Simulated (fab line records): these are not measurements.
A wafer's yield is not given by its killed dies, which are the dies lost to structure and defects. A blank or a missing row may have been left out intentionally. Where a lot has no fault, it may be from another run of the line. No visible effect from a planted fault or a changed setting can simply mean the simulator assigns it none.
fab line records ; flow sky130
record lots=5; wafers=15; last_day=50
route steps=708 shown DNWELL@42 PWDE@45 NWELL@56
lots that met no fault: from a run of the same line without faults
start_h: hours from the record's opening day to when the first of the lot's shown wafers began ; wait_h: hours elapsed since this lot's preceding step ; " as in the row above ; L1.1+2: a single row standing in for several wafers ; - no value, or no start was given ; * or withheld: withheld ; < > ~ a bound
route shown NAME@n: NAME is a module with steps in the file, n the number in the route of the first one ; usual: mean and standard deviation over wafers with no fault ; same: alike in all rows ; chamber/n: place in a boat ; sites: per-site readings ; _std_site: how widely they spread, as a standard deviation ; _edge_site: inner sites' mean taken away from outer sites' mean ; radius_mm: for every site, how far away it sits from the centre of the wafer ; mask NAME#n: copy n ; behind: tool/chamber where the wafer was last shaped ; hold: what put the lot on hold/how long, in hours/how the hold closed ; device: names the non-switching transistor (n, p or np) ; end of line: the same wafers' tests at the end of the route ; a step given without rows: its recipe and nothing more ; killed: dies that structure and defects cost at the first sort, which is not the same as the wafer's yield ; map: a wafer's dies, marking killed ones x, the rest . and places with no die _
set.NAME: the setting as run; set.NAME@STEP: as run at that earlier step ; model.NAME: the simulator's own value behind a step, which no gauge read
a table for each step, a row for each wafer; lots at some steps of the route
services: a tool's chamber out of use, with start hour (start_h, from the record's first day; less than 0 if before it), hours out, and reason
## steps
# step SKY_DNWELL_IMPLANT_07
# recipe species=P; energy_kev=withheld; dose_cm2=withheld; tilt_deg=withheld
# step SKY_DNWELL_STRIP_08
# recipe chemistry=O2/N2; power_w=1400; pressure_mtorr=1500; platen_temp_c=withheld; o2_flow_sccm=3000; n2_flow_sccm=300; overash_fraction=0.5
# usual drypump_motor_current_A=5.7/0.31; oes_product_au=0.723/0.005; strip_time_to_endpoint_s=36.88/0.096
lot.wafer;tool;chamber;start_h;wait_h;drypump_motor_current_A;oes_product_au;rf_hours_counter_h;strip_time_to_endpoint_s
L430.1;plasma_asher-03;1;59.89;0.1;5.9;0.726;27;36.85
L430.4;plasma_asher-03;0;59.89;0.1;5.1;0.727;-;36.74
L430.5;plasma_asher-03;0;59.89;0.1;5.1;0.730;-;36.84
L438.1;plasma_asher-04;0;105.39;0.1;5.4;0.724;42;36.70
L438.3;plasma_asher-04;0;105.39;0.1;5.4;0.731;-;36.73
L438.4;plasma_asher-04;1;105.39;0.1;5.9;0.716;-;36.82
L442.1;plasma_asher-02;0;122.04;0.1;5.4;0.721;39;36.75
L442.5;plasma_asher-02;0;122.04;0.1;5.4;0.719;-;36.77
L442.6;plasma_asher-02;1;122.04;0.1;6.0;0.720;-;36.82
L445.1;plasma_asher-04;0;138.19;0.1;5.4;0.723;45;36.81
L445.4;plasma_asher-04;1;138.19;0.1;5.9;0.721;-;36.82
L445.6;plasma_asher-04;1;138.19;0.1;5.9;0.714;-;36.82
L451.2;plasma_asher-03;0;171.29;0.1;5.1;0.720;38;36.91
L451.5;plasma_asher-03;1;171.29;0.1;5.8;0.728;-;36.83
L451.6;plasma_asher-03;0;171.29;0.1;5.1;0.734;-;36.86
# step SKY_DNWELL_TW_MEAS_09
# usual DNWELL_TW=1109/8.2
lot.wafer;tool;chamber;start_h;wait_h;DNWELL_TW
L430.1;film_metro-01;-;59.99;0.1;1111
L430.4;film_metro-01;-;59.99;0.1;1106
L430.5;film_metro-01;-;59.99;0.1;1107
L438.1;film_metro-03;-;105.49;0.1;1093
L438.3;film_metro-03;-;105.49;0.1;1091
L438.4;film_metro-03;-;105.49;0.1;1095
L442.1;film_metro-04;-;122.14;0.1;1099
L442.5;film_metro-04;-;122.14;0.1;1106
L442.6;film_metro-04;-;122.14;0.1;1107
L445.1;film_metro-04;-;138.29;0.1;1111
L445.4;film_metro-04;-;138.29;0.1;1103
L445.6;film_metro-04;-;138.29;0.1;1110
L451.2;film_metro-01;-;171.40;0.1;1125
L451.5;film_metro-01;-;171.40;0.1;1119
L451.6;film_metro-01;-;171.40;0.1;1114
# step SKY_PWDE_DEHYDRATE_00
# recipe temp_c=200; time_s=60
# step SKY_PWDE_HMDS_01
# recipe prime_time_s=60; prime_temp_c=120
# step SKY_PWDE_COAT_02
# recipe spin_rpm=2000; resist_thk_nm=3000
# step SKY_PWDE_SOFTBAKE_03
# recipe temp_c=110; time_s=withheld
# step SKY_PWDE_EXPOSE_04
# recipe mask_id=PWDEM; na=0.6; source_shape=conventional; sigma_outer=0.6; polarization=unpolarized; target_cd_nm=840; dose_mj=214
# step SKY_PWDE_PEB_05
# recipe temp_c=115; time_s=withheld
# step SKY_PWDE_DEVELOP_06
# recipe wall_angle_deg=90; developer=TMAH; develop_time_s=60; dev_temp_c=23
# step SKY_PWDE_OVL_MEAS_07
# usual PWDE_OVL=-0.2/1.5
lot.wafer;tool;chamber;start_h;wait_h;PWDE_OVL[nm]
L430.1;overlay-01;-;76.81;-;1.7
L430.4;overlay-01;-;76.81;-;2.0
L430.5;overlay-01;-;76.81;-;0.2
L438.1;overlay-02;-;123.61;-;-1.0
L438.3;overlay-02;-;123.61;-;0.1
L438.4;overlay-02;-;123.61;-;0.8
L442.1;overlay-01;-;141.52;-;-1.4
L442.5;overlay-01;-;141.52;-;-1.0
L442.6;overlay-01;-;141.52;-;-1.2
L445.1;overlay-02;-;157.61;-;-0.4
L445.4;overlay-02;-;157.61;-;-1.2
L445.6;overlay-02;-;157.61;-;-0.3
L451.2;overlay-01;-;192.43;-;-0.5
L451.5;overlay-01;-;192.43;-;0.4
L451.6;overlay-01;-;192.43;-;-0.4
# step SKY_PWDE_IMPLANT_08
# recipe species=B; energy_kev=150; dose_cm2=3.6e+12; tilt_deg=withheld
# step SKY_PWDE_STRIP_09
# recipe chemistry=O2/N2; power_w=1400; pressure_mtorr=1500; platen_temp_c=withheld; o2_flow_sccm=3000; n2_flow_sccm=300; overash_fraction=0.5
# usual drypump_motor_current_A=5.68/0.23; oes_product_au=0.723/0.0047; strip_time_to_endpoint_s=36.89/0.098
lot.wafer;tool;chamber;start_h;wait_h;drypump_motor_current_A;oes_product_au;rf_hours_counter_h;strip_time_to_endpoint_s;model.coat_of_PWDE_COAT_02.thk_nm
L430.1;plasma_asher-02;0;77.00;0.1;5.42;0.722;34;36.87;0
L430.4;plasma_asher-02;0;77.00;0.1;5.42;0.720;-;36.99;0
L430.5;plasma_asher-02;1;77.00;0.1;6.01;0.716;-;36.89;0
L438.1;plasma_asher-04;1;123.80;0.1;5.91;0.719;44;36.93;0
L438.3;plasma_asher-04;0;123.80;0.1;5.40;0.730;-;36.88;0
L438.4;plasma_asher-04;1;123.80;0.1;5.92;0.719;-;36.93;0
L442.1;plasma_asher-02;1;141.71;0.1;6.04;0.719;41;36.97;0
L442.5;plasma_asher-02;0;141.71;0.1;5.41;0.716;-;36.87;0
L442.6;plasma_asher-02;1;141.71;0.1;6.03;0.714;-;36.86;0
L445.1;plasma_asher-04;1;157.80;0.1;5.90;0.967;47;-;654.5
L445.4;plasma_asher-04;0;157.80;0.1;5.43;0.961;-;-;654.2
L445.6;plasma_asher-04;0;157.80;0.1;5.43;0.965;-;-;652.5
L451.2;plasma_asher-01;1;192.61;0.1;5.71;0.720;7;36.99;0
L451.5;plasma_asher-01;0;192.61;0.1;5.55;0.722;-;36.92;0
L451.6;plasma_asher-01;1;192.61;0.1;5.71;0.725;-;37.01;0
# step SKY_PWDE_TW_MEAS_10
# usual PWDE_TW=372.2/2.3
lot.wafer;tool;chamber;start_h;wait_h;PWDE_TW
L430.1;film_metro-04;-;77.10;0.1;373.2
L430.4;film_metro-04;-;77.10;0.1;374.1
L430.5;film_metro-04;-;77.10;0.1;373.5
L438.1;film_metro-03;-;123.90;0.1;370.3
L438.3;film_metro-03;-;123.90;0.1;369.1
L438.4;film_metro-03;-;123.90;0.1;369.7
L442.1;film_metro-03;-;141.81;0.1;370.9
L442.5;film_metro-03;-;141.81;0.1;371.3
L442.6;film_metro-03;-;141.81;0.1;367.9
L445.1;film_metro-03;-;157.90;0.1;369.6
L445.4;film_metro-03;-;157.90;0.1;366.9
L445.6;film_metro-03;-;157.90;0.1;369.8
L451.2;film_metro-01;-;192.72;0.1;374.5
L451.5;film_metro-01;-;192.72;0.1;375.1
L451.6;film_metro-01;-;192.72;0.1;374.4
# step SKY_NWELL_DEHYDRATE_03
# recipe temp_c=200; time_s=60
# step SKY_NWELL_HMDS_04
# recipe prime_time_s=60; prime_temp_c=120
# step SKY_NWELL_COAT_05
# recipe spin_rpm=2000; resist_thk_nm=3000
# step SKY_NWELL_SOFTBAKE_06
# recipe temp_c=110; time_s=withheld
# step SKY_NWELL_EXPOSE_07
# recipe mask_id=NWM; na=0.6; source_shape=conventional; sigma_outer=0.6; polarization=unpolarized; target_cd_nm=840; dose_mj=255
# step SKY_NWELL_PEB_08
# recipe temp_c=115; time_s=withheld
# step SKY_NWELL_DEVELOP_09
# recipe wall_angle_deg=90; developer=TMAH; develop_time_s=60; dev_temp_c=23
# step SKY_NWELL_OVL_MEAS_10
# usual NWELL_00_OVL=-1.1/1.3
lot.wafer;tool;chamber;start_h;wait_h;NWELL_00_OVL[nm]
L430.1;overlay-02;-;93.29;-;-3.3
L430.4;overlay-02;-;93.29;-;-1.2
L430.5;overlay-02;-;93.29;-;-2.3
L438.1;overlay-02;-;143.46;-;-2.7
L438.3;overlay-02;-;143.46;-;-3.2
L438.4;overlay-02;-;143.46;-;-0.3
L442.1;overlay-01;-;161.34;-;-0.9
L442.5;overlay-01;-;161.34;-;-3.4
L442.6;overlay-01;-;161.34;-;-1.5
L445.1;overlay-02;-;177.99;-;-0.8
L445.4;overlay-02;-;177.99;-;0.5
L445.6;overlay-02;-;177.99;-;-0.1
L451.2;overlay-02;-;213.94;-;-2.2
L451.5;overlay-02;-;213.94;-;0.1
L451.6;overlay-02;-;213.94;-;-0.5
# step SKY_NWELL_IMPLANT_11
# recipe species=P; energy_kev=400; dose_cm2=1.9e+13; tilt_deg=withheld
# step SKY_NWELL_IMPLANT_12
# recipe species=P; energy_kev=120; dose_cm2=1.3e+12; tilt_deg=withheld
# step SKY_NWELL_IMPLANT_13
# recipe species=P; energy_kev=50; dose_cm2=7e+11; tilt_deg=withheld
# step SKY_NWELL_STRIP_14
# recipe chemistry=O2/N2; power_w=1400; pressure_mtorr=1500; platen_temp_c=withheld; o2_flow_sccm=3000; n2_flow_sccm=300; overash_fraction=0.5
# usual drypump_motor_current_A=5.63/0.27; oes_product_au=0.722/0.0043; strip_time_to_endpoint_s=36.90/0.1
lot.wafer;tool;chamber;start_h;wait_h;drypump_motor_current_A;oes_product_au;rf_hours_counter_h;strip_time_to_endpoint_s
L430.1;plasma_asher-03;0;93.78;0.1;5.11;0.717;31;36.81
L430.4;plasma_asher-03;1;93.78;0.1;5.88;0.721;-;36.81
L430.5;plasma_asher-03;0;93.78;0.1;5.12;0.718;-;36.90
L438.1;plasma_asher-01;0;143.95;0.1;5.56;0.724;3;36.81
L438.3;plasma_asher-01;0;143.95;0.1;5.58;0.723;-;36.83
L438.4;plasma_asher-01;1;143.95;0.1;5.72;0.727;-;36.92
L442.1;plasma_asher-02;0;161.82;0.1;5.43;0.717;43;36.95
L442.5;plasma_asher-02;0;161.82;0.1;5.43;0.723;-;36.85
L442.6;plasma_asher-02;1;161.82;0.1;6.05;0.722;-;36.74
L445.1;plasma_asher-01;1;178.47;0.1;5.70;0.721;6;46.43
L445.4;plasma_asher-01;0;178.47;0.1;5.55;0.723;-;46.68
L445.6;plasma_asher-01;0;178.47;0.1;5.54;0.725;-;46.55
L451.2;plasma_asher-01;0;214.42;0.1;5.54;0.718;9;36.73
L451.5;plasma_asher-01;0;214.42;0.1;5.56;0.725;-;36.93
L451.6;plasma_asher-01;1;214.42;0.1;5.78;0.715;-;36.78
# step SKY_NWELL_TW_MEAS_15
# usual NWELL_TW=1815/14
lot.wafer;tool;chamber;start_h;wait_h;hold;NWELL_TW
L430.1;film_metro-01;-;93.88;0.1;-;1824
L430.4;film_metro-01;-;93.88;0.1;-;1830
L430.5;film_metro-01;-;93.88;0.1;-;1835
L438.1;film_metro-03;-;144.05;0.1;-;1798
L438.3;film_metro-03;-;144.05;0.1;-;1800
L438.4;film_metro-03;-;144.05;0.1;-;1791
L442.1;film_metro-01;-;161.92;0.1;-;1834
L442.5;film_metro-01;-;161.92;0.1;-;1840
L442.6;film_metro-01;-;161.92;0.1;-;1814
L445.1;film_metro-01;-;178.57;0.1;await_dispo/0.2h/release;1665
L445.4;film_metro-01;-;178.57;0.1;await_dispo/0.2h/release;1673
L445.6;film_metro-01;-;178.57;0.1;await_dispo/0.2h/release;1677
L445.1;film_metro-01;-;178.80;0.2;-;1674
L445.4;film_metro-01;-;178.80;0.2;-;1664
L445.6;film_metro-01;-;178.80;0.2;-;1674
L451.2;film_metro-04;-;214.53;0.1;-;1820
L451.5;film_metro-04;-;214.53;0.1;-;1825
L451.6;film_metro-04;-;214.53;0.1;-;1830
## services
tool;chamber;start_h;hours;kind
plasma_asher-04;-;78.24;2.8;pm
plasma_asher-01;-;81.10;0.7;repair
plasma_asher-01;-;108.75;9.0;pm
plasma_asher-01;0;108.75;9.0;vent_cycle
plasma_asher-01;1;108.75;9.0;vent_cycle
plasma_asher-03;-;111.79;7.0;repair
plasma_asher-01;0;117.75;-;clean
plasma_asher-01;1;117.75;-;clean
## key
first_sign step=SKY_PWDE_STRIP_09; reading=oes_product_au; direction=up; sigmas=51; usual=0.723; struck=0.964
effect step=SKY_NWELL_STRIP_14; reading=strip_time_to_endpoint_s; direction=up; sigmas=95; usual=*; struck=*
effect step=SKY_NWELL_TW_MEAS_15; reading=visit; direction=added
effect step=SKY_NWELL_TW_MEAS_15; reading=NWELL_TW; direction=down; sigmas=10; usual=1815; struck=1672
model_effect step=SKY_PWDE_STRIP_09; value=coat_of_PWDE_COAT_02.thk_nm; without=0; struck=653.7
met_at SKY_PWDE_STRIP_09
struck_wafers L445.1,L445.4,L445.6
sort_left_out L445.1,L445.4,L445.6
tester_left_out L445
onset_between 123.80 157.80
fault kind=strip_aborted; tool=plasma_asher-04; chamber=-; onset_h=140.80; steps=SKY_PWDE_STRIP_09; offset=0.50849; end_h=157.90
# tester_left_out: of these lots the tester's yield and bins aren't shown, on N5 and GAA mostly nor the transistor test; their killed dies are dies lost to structure and defects alone, not to doping, threshold or leakage, so they don't give the yield
# sort_left_out: the simulated sort isn't trusted on such a fault, so these wafers' sort isn't shown, and their yield isn't known
